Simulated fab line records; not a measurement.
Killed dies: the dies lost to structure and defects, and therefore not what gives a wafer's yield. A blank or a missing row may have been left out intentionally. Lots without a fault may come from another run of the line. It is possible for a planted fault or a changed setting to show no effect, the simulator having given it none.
Code-filled problem report in 8D (eight disciplines) form | flow sky130 | the parts of the form that need people (team, actions taken, sign-off) are left out

1. THE PROBLEM
VT_ADJUST_LVTN_2_TW at SKY_VT_ADJUST_LVTN_TW_MEAS_21 reads a mean of 172.7 on 6 wafers of 2 lots; wafers without a fault read 187.5 with a standard deviation of 2.2. Measured from the usual mean, that is -6.7 standard deviations.
Earliest sighting: wafer L506.2 on filmMetro-03 at day 11 05:02. The record has a number at this step for 42 wafers belonging to 14 lots. By rule, "out" or "out of limits" means more than 4 standard deviations away from the usual mean. Any other wafer with a number is counted as sound.

2. WHAT IT IS AND WHAT IT IS NOT
question                    | is                         | is not
which readings at this step | VT_ADJUST_LVTN_2_TW        | -
which lots                  | L506, L509                 | L494, L495, L496, L497, L498, L500, L501, L502, L512, L513, L514, L516
which wafers of those lots  | all that have a number     | -
read on which gauges        | filmMetro-03, filmMetro-04 | filmMetro-02
when                        | from day 11 05:02          | up to then (24 sound wafers); but 12 sound wafers of L512, L513, L514, L516 came after

3. WHAT RULES OUT EACH SUSPECT
Counting: any tool at a process step up to the reading is kept as a suspect provided that every lot that is out went through it and no sound lot did after the first of them.
- the gauge at SKY_VT_ADJUST_LVTN_TW_MEAS_21 is ruled out. The wafers that are out were read on 2 gauges (filmMetro-03, filmMetro-04).
- implanter-04 at SKY_VT_ADJUST_LVTN_IMPLANT_19: kept. It ran every lot that is out, first L506 (day 11 04:48), and no sound lot after that; its last sound lot up to then is L502 (day 10 02:06). Its own doseIonsCm2, faradayCurrentUA readings are out on those wafers.
After counting, what remains is implanter-04 at SKY_VT_ADJUST_LVTN_IMPLANT_19.

4. THE CAUSE (what the simulator had put in)
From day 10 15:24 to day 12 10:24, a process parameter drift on implanter-04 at SKY_VT_ADJUST_LVTN_IMPLANT_19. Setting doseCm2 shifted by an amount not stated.
After counting, this tool was the only one left.

5. SEQUENCE OF EFFECTS, ordered by route
One row per reading whose mean, taken over the struck wafers that have a number, lies over 3 standard deviations from the usual. Only readings whose record carries a usual standard deviation are examined. hours: median over the lots of the time between each lot's start at the first step of this table that gives one and its start at this step. sigmas: the change, counted in usual standard deviations.
hours | step                          | reading             | usual     | on struck wafers | change     | sigmas
0     | SKY_VT_ADJUST_LVTN_IMPLANT_19 | doseIonsCm2         | 6.502e+11 | 4.688e+11        | -1.814e+11 | -99 or more
0     | SKY_VT_ADJUST_LVTN_IMPLANT_19 | faradayCurrentUA    | 3.68      | 2.66             | -1.02      | -14
0     | SKY_VT_ADJUST_LVTN_TW_MEAS_21 | VT_ADJUST_LVTN_2_TW | 187.5     | 172.7            | -14.8      | -6.7
It contains these process steps:
- SKY_VT_ADJUST_LVTN_IMPLANT_19
Later measuring or inspecting steps at which every struck wafer that the step has a row for has a number for every such reading, and none has moved that far: SKY_LI_CONTACT_CD_MEAS_12, SKY_CONTACT_OVL_MEAS_15, SKY_CONTACT_THK_MEAS_26.

6. WHAT WOULD HAVE CAUGHT IT SOONER
14 hours passed between the start of the fault at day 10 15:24 and the first reading out of limits at a measuring or inspecting step in this record, taken at day 11 05:02.
Tool's own readings at SKY_VT_ADJUST_LVTN_IMPLANT_19, doseIonsCm2, faradayCurrentUA: out on all struck wafers the step has rows for; an alarm limit on them would have tripped on the first.
L509, from the lots that are out (2), started SKY_VT_ADJUST_LVTN_IMPLANT_19 on implanter-04 later than day 11 05:02. A hold on the tool at that time would have spared it.
